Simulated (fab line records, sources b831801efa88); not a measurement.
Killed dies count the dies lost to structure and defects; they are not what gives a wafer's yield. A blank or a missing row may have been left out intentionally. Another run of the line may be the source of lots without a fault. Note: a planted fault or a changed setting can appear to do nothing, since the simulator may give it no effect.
Problem report, 8D (eight disciplines) form, completed by code -- flow sky130 -- the parts of the form that need people (team, actions taken, sign-off) are left out

1. WHAT IS WRONG
Mean of run length s at SKY_LI_CONTACT_ETCH_14: 53.6 s across 3 wafers in 3 lots; on wafers with no fault it is 74.2 s (standard deviation 0.43). Relative to the usual mean, that is a shift of -48 standard deviations.
The step: etches BARC in N2/H2, stops on SiO2, time 45.9 s, target depth 60 nm.
Seen first at day 32 11:51 on rie diel-02, wafer L588.5. The record holds 33 wafers of 12 lots with a number at this step. By rule, "out" or "out of limits" means more than 4 standard deviations away from the usual mean. All remaining wafers that have a number are taken as sound.

2. WHAT IT IS AND WHAT IT IS NOT
question,is,is not
which readings at this step,"run length s, oes product au","chamber pressure mTorr, drypump motor current A"
which lots,"L588, L591, L592","L584, L590, L595, L597, L598, L599, L602, L603, L604"
which wafers of those lots,"L588.5, L591.5, L592.6","L588.2, L591.4, L592.2"
read on which tools,rie diel-02,"rie diel-03, rie diel-04"
when,from day 32 11:51,"up to then (4 sound wafers); but 26 sound wafers of L590, L591, L592, L595, L597, L598, L599, L602, L603, L604 came after"

3. WHAT RULES OUT EACH SUSPECT
Counting: any tool at a process step up to the reading remains a suspect provided it ran every lot that is out. Sound lots after the first of them don't rule it out here, since some wafers of a struck lot are sound.
- rie diel-02 at SKY_LI_CONTACT_ETCH_14 (etches BARC in N2/H2, stops on SiO2, time 45.9 s, target depth 60 nm): kept. It ran every lot that is out, first L588 (day 32 11:51). Its own readings are out on those wafers: oes product au, run length s.
Remaining after the count: rie diel-02 at SKY_LI_CONTACT_ETCH_14.

4. THE CAUSE (what the simulator had put in)
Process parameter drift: rie diel-02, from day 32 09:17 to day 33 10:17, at SKY_LI_CONTACT_ETCH_14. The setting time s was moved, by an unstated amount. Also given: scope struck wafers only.
The count eliminated every tool but this one.

5. THE EFFECT CHAIN, in route order
Rows list readings where the struck wafers' mean (over those with a number) sits beyond 3 standard deviations from the usual. Scope: only readings with a usual standard deviation given in the record; hours: median across lots of the time from each lot's start at the first step in this table that gives one to its start at this step; sigmas: change in usual standard deviations.
hours,step,reading,usual,on struck wafers,change,sigmas
0,SKY_LI_CONTACT_ETCH_14,oes product au,0.854 a.u.,0.992,+0.138,+29
0,SKY_LI_CONTACT_ETCH_14,run length s,74.2 s,53.6,-20.6,-48
0,SKY_LI_CONTACT_STRIP_16,strip time to endpoint s,3.50 s,3.72,+0.22,+6.6
Its process steps:
- SKY_LI_CONTACT_ETCH_14: etches BARC in N2/H2, stops on SiO2, time 45.9 s, target depth 60 nm.
- SKY_LI_CONTACT_STRIP_16: strips in O2/N2.
Later measuring or inspecting steps at which every struck wafer that the step has a row for has a number for every such reading, and none has moved that far: SKY_LOCAL_INTERCONNECT_OVL_MEAS_12.

6. WHAT WOULD HAVE CAUGHT IT SOONER
In this record the first reading out of limits was taken at day 32 11:51, 3 hours after the fault began at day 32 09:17.
